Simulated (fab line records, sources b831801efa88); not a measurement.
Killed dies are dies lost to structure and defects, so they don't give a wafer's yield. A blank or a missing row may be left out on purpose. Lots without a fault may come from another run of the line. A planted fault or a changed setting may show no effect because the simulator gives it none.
A struck lot beside a sound one | flow gf180mcu | 14 steps out of a route of 602
Sound: wafers L122.1, L122.2, L122.6. Struck: wafers L115.3, L115.4, L115.5. The cause comes at the end.
At each step with rows: each side's tool, then ch and its chambers, then its first start. Under that, the readings that differ: sound wafers | struck wafers | difference of the means | sigmas: that difference in standard deviations of wafers without a fault.
alike: readings whose means differ by less than 2 such deviations, and words and numbers that are the same on both sides. not compared: withheld readings, readings that some wafer has no value for, bounds like >300 that may hide the same value, and numbers for which the record gives no deviation and whose values overlap.
The two part at a step that has a row with sigmas, a row that says differs or no value, or rows on one side only. Numbers that don't overlap but have no deviation are shown without sigmas and don't part them. A reading that every wafer of one side lacks parts them only if that side has two wafers or more.

first, 2 steps without rows for these wafers: GF_M2_CLEAN_19 (cleans in DIW); GF_V2_CVD_00 (deposits SiO2, target thk 600 nm, time 100 s).
GF_V2_THK_MEAS_01:
  sound on film_metro-04, day 26 07:52; struck on film_metro-03, day 24 04:49
  alike: V2_CVD_00_THK
GF_V2_CVD_02: deposits SiO2 from TEOS, target thk 850 nm, time 94.851 s.
  sound on pecvd-02 ch 1,2, day 26 07:55; struck on pecvd-01 ch 0,1, day 24 04:52
  alike: heater_power_w
GF_V2_THK_MEAS_03:
  sound on film_metro-04, day 26 07:59; struck on film_metro-04, day 24 04:57
  alike: V2_CVD_02_THK
GF_V2_CMP_04: polishes SiO2.
  sound on cmp-01 ch 1,2, day 26 08:06; struck on cmp-01 ch 1,2,3, day 24 05:02
  reading                | sound    | struck   | difference | sigmas
  time_to_endpoint_s (s) | 88 85 93 | 74 74 78 | -13        | -2
  alike: motor_current_A
GF_V2_BOW_MEAS_05:
  sound on film_metro-01, day 26 08:21; struck on film_metro-04, day 24 05:20
  alike: V2_BOW
then, 5 steps without rows for these wafers: GF_V2_DEHYDRATE_06 (time 60 s); GF_V2_HMDS_07 (prime time 60 s); GF_V2_COAT_08; GF_V2_COAT_09 (resist thk 1000 nm); GF_V2_SOFTBAKE_10 (time 60 s).
GF_V2_EXPOSE_11: exposes mask Via2, target cd 260 nm.
  sound on krf_scanner-01 ch 0, day 26 19:01; struck on krf_scanner-02, day 24 16:20
  no value came back on the struck wafers for exposure_dose_mJ_cm2, focus_offset_nm (nm), sigma_outer; on the sound wafers exposure_dose_mJ_cm2 reads 38.03 37.98 38.03
  alike: mask
then, 1 step without rows for these wafers: GF_V2_PEB_12 (peb time 90 s).

WHERE THEY PART
First at GF_V2_CMP_04; last, within this record, at GF_V2_EXPOSE_11.

WHY: what the simulator had put in
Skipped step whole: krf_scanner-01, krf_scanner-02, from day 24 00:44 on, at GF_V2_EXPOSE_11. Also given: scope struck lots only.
